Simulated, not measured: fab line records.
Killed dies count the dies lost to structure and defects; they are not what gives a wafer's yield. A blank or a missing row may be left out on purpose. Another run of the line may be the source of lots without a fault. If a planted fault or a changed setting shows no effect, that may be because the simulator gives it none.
fab line records / flow gf180mcu
record lots=14 wafers=42 lastDay=34
route steps=602 shown STI@10 M1@320 V3@445 M4@456
lots that met no fault: taken from a fault-free run of the same line
startH: start of the lot's first displayed wafer, in hours after the record's first day / waitH: how many hours have passed since the lot's step before this one / " as in the row above / L1.1+2: a row that stands for several wafers / - either no value or no given start / * or withheld: withheld / < > ~ a bound
route shown NAME@n: names a module that has steps shown in the file, with the first one's number in the route / usual: mean/standard deviation of fault-free wafers / same: alike in all rows / chamber/n: place in a boat / sites: the reading at each site / _std_site: the values' standard deviation / _edge_site: inner sites' mean taken away from outer sites' mean / radiusMm: how far each site lies from the wafer's centre / mask NAME#n: copy n / behind: the last tool/chamber to shape the wafer / hold: reason for holding the lot/hours on hold/outcome of the hold / device: the transistor (n, p or np) that didn't switch / end of line: the same wafers' tests at the end of the route / a step with no rows: only its recipe / killed: dies that structure and defects cost at the first sort, which is not the same as the wafer's yield / map: the dies of a wafer, with x for killed, . for not killed, _ for no die there
set.NAME: the run value of the setting; set.NAME@STEP: its run value at that earlier step / model.NAME: the simulator's own value behind a step, which no gauge read
a sample of lots followed through the steps of the route, with each step as a table and each wafer as a row
services: from which hour (startH, from the record's first day; less than 0 if before it) a tool's chamber was out of use, for how many hours, and why
## steps
# step GF_STI_EXPOSE_09
# recipe maskId=COMP targetCdNm=220 na=0.68 sourceShape=conventional sigmaOuter=0.6 doseMj=28
# usual exposureDoseMJCm2=27.976/0.026 focusOffsetNm=-0.1/0.5 na=0.68/0
lot.wafer=L798.1 tool=krfScanner-01 chamber=0 startH=19.46 waitH=- mask=COMP#0 exposureDoseMJCm2=27.986 focusOffsetNm=-1.0 na=0.68
lot.wafer=L798.2 tool=krfScanner-01 chamber=0 startH=19.46 waitH=- mask=COMP#0 exposureDoseMJCm2=27.973 focusOffsetNm=-0.3 na=0.68
lot.wafer=L798.4 tool=krfScanner-01 chamber=0 startH=19.46 waitH=- mask=COMP#0 exposureDoseMJCm2=27.958 focusOffsetNm=-0.5 na=0.68
lot.wafer=L800.1 tool=krfScanner-01 chamber=0 startH=29.71 waitH=- mask=COMP#0 exposureDoseMJCm2=28.021 focusOffsetNm=0.3 na=0.68
lot.wafer=L800.4 tool=krfScanner-01 chamber=0 startH=29.71 waitH=- mask=COMP#0 exposureDoseMJCm2=27.997 focusOffsetNm=0.2 na=0.68
lot.wafer=L800.6 tool=krfScanner-01 chamber=0 startH=29.71 waitH=- mask=COMP#0 exposureDoseMJCm2=27.962 focusOffsetNm=-0.1 na=0.68
lot.wafer=L803.3 tool=krfScanner-02 chamber=0 startH=44.60 waitH=- mask=COMP#0 exposureDoseMJCm2=27.990 focusOffsetNm=0.6 na=0.68
lot.wafer=L803.4 tool=krfScanner-02 chamber=0 startH=44.60 waitH=- mask=COMP#0 exposureDoseMJCm2=27.960 focusOffsetNm=0.7 na=0.68
lot.wafer=L803.5 tool=krfScanner-02 chamber=0 startH=44.60 waitH=- mask=COMP#0 exposureDoseMJCm2=27.961 focusOffsetNm=0.5 na=0.68
lot.wafer=L804.1 tool=krfScanner-02 chamber=0 startH=50.11 waitH=- mask=COMP#0 exposureDoseMJCm2=27.999 focusOffsetNm=0.0 na=0.68
lot.wafer=L804.5 tool=krfScanner-02 chamber=0 startH=50.11 waitH=- mask=COMP#0 exposureDoseMJCm2=27.991 focusOffsetNm=-0.1 na=0.68
lot.wafer=L804.6 tool=krfScanner-02 chamber=0 startH=50.11 waitH=- mask=COMP#0 exposureDoseMJCm2=28.004 focusOffsetNm=0.3 na=0.68
lot.wafer=L806.3 tool=krfScanner-02 chamber=0 startH=59.87 waitH=- mask=COMP#0 exposureDoseMJCm2=27.976 focusOffsetNm=0.7 na=0.68
lot.wafer=L806.5 tool=krfScanner-02 chamber=0 startH=59.87 waitH=- mask=COMP#0 exposureDoseMJCm2=27.973 focusOffsetNm=-0.5 na=0.68
lot.wafer=L806.6 tool=krfScanner-02 chamber=0 startH=59.87 waitH=- mask=COMP#0 exposureDoseMJCm2=27.941 focusOffsetNm=0.2 na=0.68
lot.wafer=L807.1 tool=krfScanner-01 chamber=0 startH=65.38 waitH=- mask=COMP#0 exposureDoseMJCm2=28.014 focusOffsetNm=0.2 na=0.68
lot.wafer=L807.2 tool=krfScanner-01 chamber=0 startH=65.38 waitH=- mask=COMP#0 exposureDoseMJCm2=27.975 focusOffsetNm=-0.4 na=0.68
lot.wafer=L807.5 tool=krfScanner-01 chamber=0 startH=65.38 waitH=- mask=COMP#0 exposureDoseMJCm2=27.958 focusOffsetNm=-0.9 na=0.68
lot.wafer=L808.3 tool=krfScanner-01 chamber=0 startH=70.20 waitH=- mask=COMP#0 exposureDoseMJCm2=28.014 focusOffsetNm=-1.2 na=0.68
lot.wafer=L808.5 tool=krfScanner-01 chamber=0 startH=70.20 waitH=- mask=COMP#0 exposureDoseMJCm2=27.945 focusOffsetNm=-0.6 na=0.68
lot.wafer=L808.6 tool=krfScanner-01 chamber=0 startH=70.20 waitH=- mask=COMP#0 exposureDoseMJCm2=27.984 focusOffsetNm=0.1 na=0.68
lot.wafer=L810.4 tool=krfScanner-01 chamber=0 startH=80.34 waitH=- mask=COMP#0 exposureDoseMJCm2=27.935 focusOffsetNm=0.4 na=0.68
lot.wafer=L810.5 tool=krfScanner-01 chamber=0 startH=80.34 waitH=- mask=COMP#0 exposureDoseMJCm2=28.019 focusOffsetNm=0.4 na=0.68
lot.wafer=L810.6 tool=krfScanner-01 chamber=0 startH=80.34 waitH=- mask=COMP#0 exposureDoseMJCm2=28.017 focusOffsetNm=-0.3 na=0.68
lot.wafer=L812.1 tool=krfScanner-02 chamber=0 startH=92.98 waitH=- mask=COMP#0 exposureDoseMJCm2=28.000 focusOffsetNm=-0.4 na=0.68
lot.wafer=L812.2 tool=krfScanner-02 chamber=0 startH=92.98 waitH=- mask=COMP#0 exposureDoseMJCm2=27.961 focusOffsetNm=-0.7 na=0.68
lot.wafer=L812.5 tool=krfScanner-02 chamber=0 startH=92.98 waitH=- mask=COMP#0 exposureDoseMJCm2=27.961 focusOffsetNm=0.0 na=0.68
lot.wafer=L813.1 tool=krfScanner-02 chamber=- startH=95.26 waitH=- mask=COMP#0 exposureDoseMJCm2=- focusOffsetNm=- na=-
lot.wafer=L813.2 tool=krfScanner-02 chamber=- startH=95.26 waitH=- mask=COMP#0 exposureDoseMJCm2=- focusOffsetNm=- na=-
lot.wafer=L813.5 tool=krfScanner-02 chamber=- startH=95.26 waitH=- mask=COMP#0 exposureDoseMJCm2=- focusOffsetNm=- na=-
lot.wafer=L814.1 tool=krfScanner-02 chamber=- startH=101.08 waitH=- mask=COMP#0 exposureDoseMJCm2=- focusOffsetNm=- na=-
lot.wafer=L814.2 tool=krfScanner-02 chamber=- startH=101.08 waitH=- mask=COMP#0 exposureDoseMJCm2=- focusOffsetNm=- na=-
lot.wafer=L814.6 tool=krfScanner-02 chamber=- startH=101.08 waitH=- mask=COMP#0 exposureDoseMJCm2=- focusOffsetNm=- na=-
lot.wafer=L819.1 tool=krfScanner-02 chamber=0 startH=126.76 waitH=- mask=COMP#0 exposureDoseMJCm2=27.977 focusOffsetNm=-0.2 na=0.68
lot.wafer=L819.4 tool=krfScanner-02 chamber=0 startH=126.76 waitH=- mask=COMP#0 exposureDoseMJCm2=27.979 focusOffsetNm=-0.1 na=0.68
lot.wafer=L819.6 tool=krfScanner-02 chamber=0 startH=126.76 waitH=- mask=COMP#0 exposureDoseMJCm2=28.012 focusOffsetNm=-0.1 na=0.68
lot.wafer=L820.1 tool=krfScanner-02 chamber=0 startH=131.51 waitH=- mask=COMP#0 exposureDoseMJCm2=27.978 focusOffsetNm=0.3 na=0.68
lot.wafer=L820.3 tool=krfScanner-02 chamber=0 startH=131.51 waitH=- mask=COMP#0 exposureDoseMJCm2=27.982 focusOffsetNm=0.3 na=0.68
lot.wafer=L820.5 tool=krfScanner-02 chamber=0 startH=131.51 waitH=- mask=COMP#0 exposureDoseMJCm2=27.973 focusOffsetNm=0.3 na=0.68
lot.wafer=L821.2 tool=krfScanner-02 chamber=0 startH=137.23 waitH=- mask=COMP#0 exposureDoseMJCm2=28.013 focusOffsetNm=0.0 na=0.68
lot.wafer=L821.4 tool=krfScanner-02 chamber=0 startH=137.23 waitH=- mask=COMP#0 exposureDoseMJCm2=27.989 focusOffsetNm=-0.1 na=0.68
lot.wafer=L821.5 tool=krfScanner-02 chamber=0 startH=137.23 waitH=- mask=COMP#0 exposureDoseMJCm2=28.011 focusOffsetNm=-0.1 na=0.68
# step GF_M1_RS_MEAS_05
# recipe thkMeasGauge=four-point-probe reads=TiN_of_M1_SPUTTER_04+Ti_of_M1_SPUTTER_03+AlCu_of_M1_SPUTTER_02+TiN_of_M1_SPUTTER_01+Ti_of_M1_SPUTTER_00
# usual M1_ALCU_RS=0.0699/0.00077
lot.wafer=L798.1 tool=filmMetro-04 chamber=- startH=361.81 waitH=0.0 M1_ALCU_RS[ohm/sq]=0.0707
lot.wafer=L798.2 tool=filmMetro-04 chamber=- startH=361.81 waitH=0.0 M1_ALCU_RS[ohm/sq]=0.0714
lot.wafer=L798.4 tool=filmMetro-04 chamber=- startH=361.81 waitH=0.0 M1_ALCU_RS[ohm/sq]=0.0718
lot.wafer=L800.1 tool=filmMetro-04 chamber=- startH=381.72 waitH=0.0 M1_ALCU_RS[ohm/sq]=0.0689
lot.wafer=L800.4 tool=filmMetro-04 chamber=- startH=381.72 waitH=0.0 M1_ALCU_RS[ohm/sq]=0.0683
lot.wafer=L800.6 tool=filmMetro-04 chamber=- startH=381.72 waitH=0.0 M1_ALCU_RS[ohm/sq]=0.0684
lot.wafer=L803.3 tool=filmMetro-03 chamber=- startH=408.31 waitH=0.1 M1_ALCU_RS[ohm/sq]=0.0697
lot.wafer=L803.4 tool=filmMetro-03 chamber=- startH=408.31 waitH=0.1 M1_ALCU_RS[ohm/sq]=0.0705
lot.wafer=L803.5 tool=filmMetro-03 chamber=- startH=408.31 waitH=0.1 M1_ALCU_RS[ohm/sq]=0.0703
lot.wafer=L804.1 tool=filmMetro-03 chamber=- startH=424.37 waitH=0.0 M1_ALCU_RS[ohm/sq]=0.0713
lot.wafer=L804.5 tool=filmMetro-03 chamber=- startH=424.37 waitH=0.0 M1_ALCU_RS[ohm/sq]=0.0696
lot.wafer=L804.6 tool=filmMetro-03 chamber=- startH=424.37 waitH=0.0 M1_ALCU_RS[ohm/sq]=0.0706
lot.wafer=L806.3 tool=filmMetro-03 chamber=- startH=433.43 waitH=0.1 M1_ALCU_RS[ohm/sq]=0.0714
lot.wafer=L806.5 tool=filmMetro-03 chamber=- startH=433.43 waitH=0.1 M1_ALCU_RS[ohm/sq]=0.0712
lot.wafer=L806.6 tool=filmMetro-03 chamber=- startH=433.43 waitH=0.1 M1_ALCU_RS[ohm/sq]=0.0704
lot.wafer=L807.1 tool=filmMetro-03 chamber=- startH=453.99 waitH=0.0 M1_ALCU_RS[ohm/sq]=0.0698
lot.wafer=L807.2 tool=filmMetro-03 chamber=- startH=453.99 waitH=0.0 M1_ALCU_RS[ohm/sq]=0.0691
lot.wafer=L807.5 tool=filmMetro-03 chamber=- startH=453.99 waitH=0.0 M1_ALCU_RS[ohm/sq]=0.0696
lot.wafer=L808.3 tool=filmMetro-04 chamber=- startH=454.39 waitH=0.1 M1_ALCU_RS[ohm/sq]=0.0703
lot.wafer=L808.5 tool=filmMetro-04 chamber=- startH=454.39 waitH=0.1 M1_ALCU_RS[ohm/sq]=0.0694
lot.wafer=L808.6 tool=filmMetro-04 chamber=- startH=454.39 waitH=0.1 M1_ALCU_RS[ohm/sq]=0.0686
lot.wafer=L810.4 tool=filmMetro-03 chamber=- startH=470.74 waitH=0.1 M1_ALCU_RS[ohm/sq]=0.0701
lot.wafer=L810.5 tool=filmMetro-03 chamber=- startH=470.74 waitH=0.1 M1_ALCU_RS[ohm/sq]=0.0701
lot.wafer=L810.6 tool=filmMetro-03 chamber=- startH=470.74 waitH=0.1 M1_ALCU_RS[ohm/sq]=0.0707
lot.wafer=L812.1 tool=filmMetro-03 chamber=- startH=494.39 waitH=0.0 M1_ALCU_RS[ohm/sq]=0.0695
lot.wafer=L812.2 tool=filmMetro-03 chamber=- startH=494.39 waitH=0.0 M1_ALCU_RS[ohm/sq]=0.0696
lot.wafer=L812.5 tool=filmMetro-03 chamber=- startH=494.39 waitH=0.0 M1_ALCU_RS[ohm/sq]=0.0700
lot.wafer=L819.1 tool=filmMetro-04 chamber=- startH=546.18 waitH=0.0 M1_ALCU_RS[ohm/sq]=0.0702
lot.wafer=L819.4 tool=filmMetro-04 chamber=- startH=546.18 waitH=0.0 M1_ALCU_RS[ohm/sq]=0.0691
lot.wafer=L819.6 tool=filmMetro-04 chamber=- startH=546.18 waitH=0.0 M1_ALCU_RS[ohm/sq]=0.0695
lot.wafer=L820.1 tool=filmMetro-03 chamber=- startH=556.09 waitH=0.0 M1_ALCU_RS[ohm/sq]=0.0691
lot.wafer=L820.3 tool=filmMetro-03 chamber=- startH=556.09 waitH=0.0 M1_ALCU_RS[ohm/sq]=0.0691
lot.wafer=L820.5 tool=filmMetro-03 chamber=- startH=556.09 waitH=0.0 M1_ALCU_RS[ohm/sq]=0.0686
lot.wafer=L821.2 tool=filmMetro-04 chamber=- startH=560.53 waitH=0.1 M1_ALCU_RS[ohm/sq]=0.0693
lot.wafer=L821.4 tool=filmMetro-04 chamber=- startH=560.53 waitH=0.1 M1_ALCU_RS[ohm/sq]=0.0696
lot.wafer=L821.5 tool=filmMetro-04 chamber=- startH=560.53 waitH=0.1 M1_ALCU_RS[ohm/sq]=0.0696
# step GF_V3_ETCH_16
# recipe chemistry=N2/H2 targetDepthA=withheld overetchA=withheld timeS=withheld target=BARC ionEnergyEv=200 sourceW=500 biasW=100 pressureMtorr=30 n2FlowSccm=100 h2FlowSccm=200
# usual drypumpMotorCurrentA=5.7/0.37 oesProductAu=0.854/0.0051 throttleValvePct=13.224/0.0093
lot.wafer=L798.1 tool=rieDiel-03 chamber=0 startH=512.03 waitH=0.0 drypumpMotorCurrentA=5.8 oesProductAu=0.844 throttleValvePct=13.216
lot.wafer=L798.2 tool=rieDiel-03 chamber=1 startH=512.03 waitH=0.0 drypumpMotorCurrentA=5.4 oesProductAu=0.863 throttleValvePct=13.222
lot.wafer=L798.4 tool=rieDiel-03 chamber=1 startH=512.03 waitH=0.0 drypumpMotorCurrentA=5.4 oesProductAu=0.856 throttleValvePct=13.221
lot.wafer=L800.1 tool=rieDiel-01 chamber=1 startH=530.98 waitH=0.0 drypumpMotorCurrentA=5.5 oesProductAu=0.855 throttleValvePct=13.212
lot.wafer=L800.4 tool=rieDiel-01 chamber=3 startH=530.98 waitH=0.0 drypumpMotorCurrentA=6.4 oesProductAu=0.856 throttleValvePct=13.222
lot.wafer=L800.6 tool=rieDiel-01 chamber=1 startH=530.98 waitH=0.0 drypumpMotorCurrentA=5.5 oesProductAu=0.848 throttleValvePct=13.210
lot.wafer=L803.3 tool=rieDiel-03 chamber=3 startH=558.82 waitH=0.0 drypumpMotorCurrentA=5.0 oesProductAu=0.858 throttleValvePct=13.233
lot.wafer=L803.4 tool=rieDiel-03 chamber=1 startH=558.82 waitH=0.0 drypumpMotorCurrentA=5.4 oesProductAu=0.855 throttleValvePct=13.232
lot.wafer=L803.5 tool=rieDiel-03 chamber=1 startH=558.82 waitH=0.0 drypumpMotorCurrentA=5.4 oesProductAu=0.851 throttleValvePct=13.235
lot.wafer=L804.1 tool=rieDiel-02 chamber=2 startH=571.38 waitH=0.0 drypumpMotorCurrentA=5.9 oesProductAu=0.857 throttleValvePct=13.205
lot.wafer=L804.5 tool=rieDiel-02 chamber=1 startH=571.38 waitH=0.0 drypumpMotorCurrentA=5.7 oesProductAu=0.853 throttleValvePct=13.225
lot.wafer=L804.6 tool=rieDiel-02 chamber=0 startH=571.38 waitH=0.0 drypumpMotorCurrentA=6.1 oesProductAu=0.847 throttleValvePct=13.226
lot.wafer=L806.3 tool=rieDiel-03 chamber=1 startH=580.93 waitH=0.0 drypumpMotorCurrentA=5.4 oesProductAu=0.851 throttleValvePct=13.225
lot.wafer=L806.5 tool=rieDiel-03 chamber=2 startH=580.93 waitH=0.0 drypumpMotorCurrentA=5.4 oesProductAu=0.853 throttleValvePct=13.233
lot.wafer=L806.6 tool=rieDiel-03 chamber=3 startH=580.93 waitH=0.0 drypumpMotorCurrentA=5.0 oesProductAu=0.856 throttleValvePct=13.221
lot.wafer=L807.1 tool=rieDiel-01 chamber=1 startH=599.60 waitH=0.0 drypumpMotorCurrentA=5.5 oesProductAu=0.862 throttleValvePct=13.232
lot.wafer=L807.2 tool=rieDiel-01 chamber=3 startH=599.60 waitH=0.0 drypumpMotorCurrentA=6.4 oesProductAu=0.864 throttleValvePct=13.212
lot.wafer=L807.5 tool=rieDiel-01 chamber=3 startH=599.60 waitH=0.0 drypumpMotorCurrentA=6.4 oesProductAu=0.856 throttleValvePct=13.226
lot.wafer=L808.3 tool=rieDiel-02 chamber=3 startH=600.48 waitH=0.0 drypumpMotorCurrentA=5.9 oesProductAu=0.851 throttleValvePct=13.222
lot.wafer=L808.5 tool=rieDiel-02 chamber=0 startH=600.48 waitH=0.0 drypumpMotorCurrentA=6.1 oesProductAu=0.855 throttleValvePct=13.235
lot.wafer=L808.6 tool=rieDiel-02 chamber=1 startH=600.48 waitH=0.0 drypumpMotorCurrentA=5.8 oesProductAu=0.856 throttleValvePct=13.219
lot.wafer=L810.4 tool=rieDiel-01 chamber=3 startH=612.19 waitH=0.0 drypumpMotorCurrentA=6.4 oesProductAu=0.850 throttleValvePct=13.212
lot.wafer=L810.5 tool=rieDiel-01 chamber=1 startH=612.19 waitH=0.0 drypumpMotorCurrentA=5.5 oesProductAu=0.859 throttleValvePct=13.223
lot.wafer=L810.6 tool=rieDiel-01 chamber=2 startH=612.19 waitH=0.0 drypumpMotorCurrentA=5.5 oesProductAu=0.858 throttleValvePct=13.235
lot.wafer=L812.1 tool=rieDiel-01 chamber=0 startH=632.70 waitH=0.0 drypumpMotorCurrentA=6.0 oesProductAu=0.845 throttleValvePct=13.233
lot.wafer=L812.2 tool=rieDiel-01 chamber=3 startH=632.70 waitH=0.0 drypumpMotorCurrentA=6.4 oesProductAu=0.854 throttleValvePct=13.223
lot.wafer=L812.5 tool=rieDiel-01 chamber=2 startH=632.70 waitH=0.0 drypumpMotorCurrentA=5.5 oesProductAu=0.852 throttleValvePct=13.223
lot.wafer=L819.1 tool=rieDiel-03 chamber=3 startH=678.90 waitH=0.0 drypumpMotorCurrentA=5.0 oesProductAu=0.865 throttleValvePct=13.229
lot.wafer=L819.4 tool=rieDiel-03 chamber=0 startH=678.90 waitH=0.0 drypumpMotorCurrentA=5.8 oesProductAu=0.856 throttleValvePct=13.218
lot.wafer=L819.6 tool=rieDiel-03 chamber=2 startH=678.90 waitH=0.0 drypumpMotorCurrentA=5.4 oesProductAu=0.856 throttleValvePct=13.207
lot.wafer=L820.1 tool=rieDiel-01 chamber=3 startH=685.28 waitH=0.0 drypumpMotorCurrentA=6.4 oesProductAu=0.857 throttleValvePct=13.223
lot.wafer=L820.3 tool=rieDiel-01 chamber=0 startH=685.28 waitH=0.0 drypumpMotorCurrentA=6.0 oesProductAu=0.857 throttleValvePct=13.216
lot.wafer=L820.5 tool=rieDiel-01 chamber=3 startH=685.28 waitH=0.0 drypumpMotorCurrentA=6.4 oesProductAu=0.859 throttleValvePct=13.222
lot.wafer=L821.2 tool=rieDiel-01 chamber=3 startH=690.55 waitH=0.0 drypumpMotorCurrentA=6.4 oesProductAu=0.853 throttleValvePct=13.227
lot.wafer=L821.4 tool=rieDiel-01 chamber=0 startH=690.55 waitH=0.0 drypumpMotorCurrentA=6.0 oesProductAu=0.846 throttleValvePct=13.225
lot.wafer=L821.5 tool=rieDiel-01 chamber=3 startH=690.55 waitH=0.0 drypumpMotorCurrentA=6.4 oesProductAu=0.857 throttleValvePct=13.226
# step GF_M4_SPUTTER_00
# recipe material=Ti targetThkNm=37.5 arrivingIonEnergyEv=80 substrateTempC=200 chamberPressurePa=2 powerW=4000 timeS=150
# usual substrateTempC=199.97/0.16 throttleValvePct=29.9/1.1
lot.wafer=L798.1 tool=pvdSputter-03 chamber=- startH=513.41 waitH=0.2 substrateTempC=199.99 throttleValvePct=30.4
lot.wafer=L798.2 tool=pvdSputter-03 chamber=- startH=513.41 waitH=0.2 substrateTempC=199.63 throttleValvePct=30.1
lot.wafer=L798.4 tool=pvdSputter-03 chamber=- startH=513.41 waitH=0.2 substrateTempC=200.08 throttleValvePct=32.1
lot.wafer=L800.1 tool=pvdSputter-04 chamber=- startH=532.34 waitH=0.2 substrateTempC=200.06 throttleValvePct=30.5
lot.wafer=L800.4 tool=pvdSputter-04 chamber=- startH=532.34 waitH=0.2 substrateTempC=199.79 throttleValvePct=30.4
lot.wafer=L800.6 tool=pvdSputter-04 chamber=- startH=532.34 waitH=0.2 substrateTempC=199.95 throttleValvePct=30.3
lot.wafer=L803.3 tool=pvdSputter-03 chamber=- startH=560.18 waitH=0.2 substrateTempC=199.83 throttleValvePct=30.0
lot.wafer=L803.4 tool=pvdSputter-03 chamber=- startH=560.18 waitH=0.2 substrateTempC=199.93 throttleValvePct=32.1
lot.wafer=L803.5 tool=pvdSputter-03 chamber=- startH=560.18 waitH=0.2 substrateTempC=200.42 throttleValvePct=30.3
lot.wafer=L804.1 tool=pvdSputter-04 chamber=- startH=572.77 waitH=0.2 substrateTempC=200.04 throttleValvePct=30.2
lot.wafer=L804.5 tool=pvdSputter-04 chamber=- startH=572.77 waitH=0.2 substrateTempC=200.01 throttleValvePct=30.9
lot.wafer=L804.6 tool=pvdSputter-04 chamber=- startH=572.77 waitH=0.2 substrateTempC=200.08 throttleValvePct=29.3
lot.wafer=L806.3 tool=pvdSputter-03 chamber=- startH=582.32 waitH=0.1 substrateTempC=199.78 throttleValvePct=30.0
lot.wafer=L806.5 tool=pvdSputter-03 chamber=- startH=582.32 waitH=0.1 substrateTempC=200.09 throttleValvePct=32.4
lot.wafer=L806.6 tool=pvdSputter-03 chamber=- startH=582.32 waitH=0.1 substrateTempC=200.07 throttleValvePct=30.1
lot.wafer=L807.1 tool=pvdSputter-03 chamber=- startH=601.01 waitH=0.1 substrateTempC=199.97 throttleValvePct=30.1
lot.wafer=L807.2 tool=pvdSputter-03 chamber=- startH=601.01 waitH=0.1 substrateTempC=199.88 throttleValvePct=28.5
lot.wafer=L807.5 tool=pvdSputter-03 chamber=- startH=601.01 waitH=0.1 substrateTempC=200.06 throttleValvePct=30.3
lot.wafer=L808.3 tool=pvdSputter-04 chamber=- startH=601.90 waitH=0.1 substrateTempC=199.99 throttleValvePct=30.2
lot.wafer=L808.5 tool=pvdSputter-04 chamber=- startH=601.90 waitH=0.1 substrateTempC=200.01 throttleValvePct=30.3
lot.wafer=L808.6 tool=pvdSputter-04 chamber=- startH=601.90 waitH=0.1 substrateTempC=200.19 throttleValvePct=29.9
lot.wafer=L810.4 tool=pvdSputter-02 chamber=- startH=613.56 waitH=0.2 substrateTempC=200.03 throttleValvePct=29.8
lot.wafer=L810.5 tool=pvdSputter-02 chamber=- startH=613.56 waitH=0.2 substrateTempC=199.90 throttleValvePct=29.9
lot.wafer=L810.6 tool=pvdSputter-02 chamber=- startH=613.56 waitH=0.2 substrateTempC=200.14 throttleValvePct=28.2
lot.wafer=L812.1 tool=pvdSputter-02 chamber=- startH=634.09 waitH=0.2 substrateTempC=200.18 throttleValvePct=29.5
lot.wafer=L812.2 tool=pvdSputter-02 chamber=- startH=634.09 waitH=0.2 substrateTempC=199.87 throttleValvePct=27.8
lot.wafer=L812.5 tool=pvdSputter-02 chamber=- startH=634.09 waitH=0.2 substrateTempC=200.14 throttleValvePct=29.8
lot.wafer=L819.1 tool=pvdSputter-03 chamber=- startH=680.26 waitH=0.2 substrateTempC=200.04 throttleValvePct=32.2
lot.wafer=L819.4 tool=pvdSputter-03 chamber=- startH=680.26 waitH=0.2 substrateTempC=199.93 throttleValvePct=30.0
lot.wafer=L819.6 tool=pvdSputter-03 chamber=- startH=680.26 waitH=0.2 substrateTempC=200.26 throttleValvePct=32.1
lot.wafer=L820.1 tool=pvdSputter-03 chamber=- startH=686.72 waitH=0.2 substrateTempC=200.17 throttleValvePct=28.7
lot.wafer=L820.3 tool=pvdSputter-03 chamber=- startH=686.72 waitH=0.2 substrateTempC=200.00 throttleValvePct=30.1
lot.wafer=L820.5 tool=pvdSputter-03 chamber=- startH=686.72 waitH=0.2 substrateTempC=199.89 throttleValvePct=30.0
lot.wafer=L821.2 tool=pvdSputter-02 chamber=- startH=692.06 waitH=0.1 substrateTempC=200.13 throttleValvePct=30.1
lot.wafer=L821.4 tool=pvdSputter-02 chamber=- startH=692.06 waitH=0.1 substrateTempC=200.15 throttleValvePct=29.5
lot.wafer=L821.5 tool=pvdSputter-02 chamber=- startH=692.06 waitH=0.1 substrateTempC=199.88 throttleValvePct=29.3
## services
tool=krfScanner-02 chamber=- startH=-2.47 hours=0.8 kind=pm
tool=krfScanner-02 chamber=- startH=-1.72 hours=4.4 kind=pm
tool=krfScanner-02 chamber=- startH=2.65 hours=1.0 kind=pm
tool=krfScanner-02 chamber=- startH=14.69 hours=3.6 kind=pm
tool=krfScanner-02 chamber=- startH=79.95 hours=1.3 kind=pm
tool=krfScanner-02 chamber=- startH=84.37 hours=7.2 kind=pm
tool=krfScanner-02 chamber=- startH=91.75 hours=1.0 kind=repair
tool=krfScanner-02 chamber=- startH=166.63 hours=0.8 kind=pm
tool=krfScanner-02 chamber=- startH=167.59 hours=1.0 kind=pm
tool=krfScanner-02 chamber=- startH=188.39 hours=4.4 kind=pm
tool=krfScanner-02 chamber=- startH=210.10 hours=5.2 kind=repair
tool=krfScanner-02 chamber=- startH=255.25 hours=1.3 kind=pm
tool=krfScanner-02 chamber=- startH=304.62 hours=0.5 kind=repair
tool=krfScanner-02 chamber=- startH=335.13 hours=0.8 kind=pm
tool=krfScanner-02 chamber=- startH=336.59 hours=1.0 kind=pm
tool=krfScanner-02 chamber=- startH=361.19 hours=2.4 kind=repair
tool=krfScanner-02 chamber=- startH=364.77 hours=11.6 kind=pm
tool=krfScanner-02 chamber=- startH=431.15 hours=1.3 kind=pm
tool=krfScanner-02 chamber=- startH=467.23 hours=4.0 kind=pm
tool=krfScanner-02 chamber=- startH=503.98 hours=0.8 kind=pm
tool=krfScanner-02 chamber=- startH=505.59 hours=1.0 kind=pm
tool=krfScanner-02 chamber=- startH=559.07 hours=2.5 kind=repair
tool=krfScanner-02 chamber=- startH=607.05 hours=1.3 kind=pm
tool=krfScanner-02 chamber=- startH=655.56 hours=1.6 kind=repair
## key
firstSign step=GF_STI_EXPOSE_09 reading=toolRecord direction=missing
effect none on later readings
metAt GF_STI_EXPOSE_09
struckLots L813,L814
laterRowsLeftOut L813.1,L813.2,L813.5,L814.1,L814.2,L814.6
sortLeftOut L813.1,L813.2,L813.5,L814.1,L814.2,L814.6
testerLeftOut L813,L814
notActingAt GF_M1_RS_MEAS_05,GF_V3_ETCH_16,GF_M4_SPUTTER_00
onsetBetween 92.98 95.26
fault kind=skippedStepWhole tool=krfScanner-02 chamber=- onsetH=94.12 steps=GF_STI_EXPOSE_09 scope=struckLotsOnly
# testerLeftOut: of these lots the tester's yield and bins aren't shown, on N5 and GAA mostly nor the transistor test; their killed dies are dies lost to structure and defects alone, not to doping, threshold or leakage, so they don't give the yield
# sortLeftOut: the simulated sort isn't trusted on such a fault, so these wafers' sort isn't shown, and their yield isn't known
# laterRowsLeftOut: the simulator's readings of these wafers behind a module that went badly wrong aren't trusted and aren't shown, but for the sort
